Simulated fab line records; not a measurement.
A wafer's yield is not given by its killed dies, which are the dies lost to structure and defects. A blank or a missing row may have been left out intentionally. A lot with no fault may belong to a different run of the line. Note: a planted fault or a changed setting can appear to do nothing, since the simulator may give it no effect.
One fault through the eyes of 2 desks    flow sky130    each desk holds nothing but its own numbers, with what lay behind them at the end

AT THE METROLOGY DESK
Means of the sampled wafers that have a number, per lot and without regard to the tool the lot ran on: this is what the gauges read. If a lot's mean is further than 4 standard deviations from the usual mean, the lot is out of limits and carries the mark OUT (the distance appears in the brackets).
Columns: A = GATE_OXIDE_OVL at SKY_GATE_OXIDE_OVL_MEAS_10, usual 1.3 nm; B = GATE_OXIDE_TW at SKY_GATE_OXIDE_TW_MEAS_14, usual 223.2
lot   first seen here  A     B
L358  day 14 00:20     2.0   224.4
L359  day 14 06:52     1.1   223.1
L360  day 14 20:43     1.2   220.5
L362  day 15 19:28     1.0   225.2
L364  day 16 08:50     2.1   223.9
L367  day 17 11:29     0.9   224.0
L368  day 18 01:48     0.7   220.8
L371  day 19 00:37     1.1   222.4
L377  day 21 07:44     0.8   222.5
L376  day 21 08:03     2.8   222.4
L380  day 22 08:12     -0.3  221.5
L381  day 22 20:06     0.1   223.9
Finding of this desk: none of the 12 lots has anything out of limits.

AT THE TOOL OWNER'S DESK: rie_diel-02
The tool's own readings at SKY_POLY_GATE_ETCH_16 (etches Si3N4 in CH3F/O2, stops on poly-Si, time 147.5 s, target depth 75 nm): means of the sampled wafers that have a number, for each lot that ran on this tool. If a lot's mean is further than 4 standard deviations from the usual mean, the lot is out of limits and carries the mark OUT (the distance appears in the brackets).
Columns: A = drypump_motor_current_A at SKY_POLY_GATE_ETCH_16, usual 5.75 A; B = oes_product_au at SKY_POLY_GATE_ETCH_16, usual 0.641 a.u.; C = throttle_valve_pct at SKY_POLY_GATE_ETCH_16, usual 10.534 %
lot   first seen here  A     B      C
L360  day 17 12:50     5.73  0.639  10.531
L367  day 20 08:35     5.92  0.645  10.539
L368  day 20 23:53     5.71  0.641  10.533
L380  day 25 07:35     5.74  0.642  10.532
L381  day 25 18:26     5.73  0.644  10.531
Finding of this desk: none of the 5 lots has anything out of limits.

PUT TOGETHER
The metrology desk saw nothing out of limits.
The tool owner's desk saw nothing out of limits.

WHAT WAS PUT IN BY THE SIMULATOR
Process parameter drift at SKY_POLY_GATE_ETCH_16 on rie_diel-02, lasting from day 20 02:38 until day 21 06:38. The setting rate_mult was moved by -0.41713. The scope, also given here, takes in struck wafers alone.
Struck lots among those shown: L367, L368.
